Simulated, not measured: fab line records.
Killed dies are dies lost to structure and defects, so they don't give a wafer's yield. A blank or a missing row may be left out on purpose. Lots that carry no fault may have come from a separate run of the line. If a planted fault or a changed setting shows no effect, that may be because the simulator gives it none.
A struck lot beside a sound one ; flow gf180mcu ; 15 steps out of a route of 602
Sound: wafers L100.3, L100.4, L100.5. Struck: wafers L115.1, L115.2, L115.4. Last of all comes the cause.
For every step that has rows: the tool of each side, followed by ch and its chambers, followed by its first start. Under that, the readings that differ: sound wafers ; struck wafers ; difference of the means ; sigmas: that difference in standard deviations of wafers without a fault.
alike: readings whose means differ by less than 2 such deviations, and words and numbers that are the same on both sides. not compared: withheld readings, readings that some wafer has no value for, bounds like >300 that may hide the same value, and numbers for which the record gives no deviation and whose values overlap.
Wherever a step has rows on one side only, a row that says differs or no value, or a row with sigmas, the two part there. Non-overlapping numbers with no deviation appear without sigmas and do not part them. A reading that every wafer of one side lacks parts them only if that side has two wafers or more.

GF_M4_SPUTTER_01: material TiN, target thk 30 nm, time 25 s.
  sound: pvd sputter-01 at day 23 02:13; struck: pvd sputter-03 at day 27 16:14
  alike: throttle valve pct
GF_M4_SPUTTER_02: material AlCu, target thk 450 nm, time 23.9 s.
  sound: pvd sputter-01 at day 23 02:14; struck: pvd sputter-03 at day 27 16:16
  alike: throttle valve pct
GF_M4_SPUTTER_03: material Ti, target thk 10 nm, time 6.7 s.
  sound: pvd sputter-01 at day 23 02:16; struck: pvd sputter-03 at day 27 16:17
  alike: throttle valve pct
GF_M4_SPUTTER_04: material TiN, target thk 50 nm, time 41.7 s.
  sound: pvd sputter-01 at day 23 02:17; struck: pvd sputter-03 at day 27 16:19
  alike: throttle valve pct
GF_M4_RS_MEAS_05: the measuring method here is four-point-probe.
  sound: film metro-04 at day 23 02:22; struck: film metro-02 at day 27 16:21
  alike: M4_ALCU_RS
GF_M4_THK_MEAS_06: measures by xrf.
  sound: film metro-04 at day 23 02:28; struck: film metro-02 at day 27 16:28
  alike: M4_ALCU_THK
then, 6 steps without rows for these wafers: GF_M4_DEHYDRATE_07 (time 60 s); GF_M4_HMDS_08 (prime time 60 s); GF_M4_COAT_09 (resist thk 1000 nm); GF_M4_SOFTBAKE_10 (time 60 s); GF_M4_EXPOSE_11 (exposes mask Metal4, target cd 280 nm); GF_M4_PEB_12 (peb time 90 s).
GF_M4_DEVELOP_13: develop time 60 s.
  sound on litho track-03 ch 0, day 24 00:09; struck on litho track-03 ch 0, day 28 11:33
reading;sound;struck;difference;sigmas
developer temp C (C);20.93 21.04 21.04;21.94 21.87 21.92;+0.91;+10
GF_M4_CD_MEAS_14 targets a cd of 280 nm.
  sound: cd sem-01 at day 24 00:17; struck: cd sem-02 at day 28 11:42
  alike: cd nm
GF_PASSIVATION_PROBE_99:
  the record holds rows for the sound wafers here (prober-02, day 29 13:32) but none for the struck ones

## WHERE THEY PART
Earliest at GF_M4_DEVELOP_13; latest, in this record, at GF_PASSIVATION_PROBE_99.

WHY: what had been put in by the simulator
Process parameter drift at GF_M4_DEVELOP_13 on litho track-03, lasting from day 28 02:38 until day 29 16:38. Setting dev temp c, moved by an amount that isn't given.
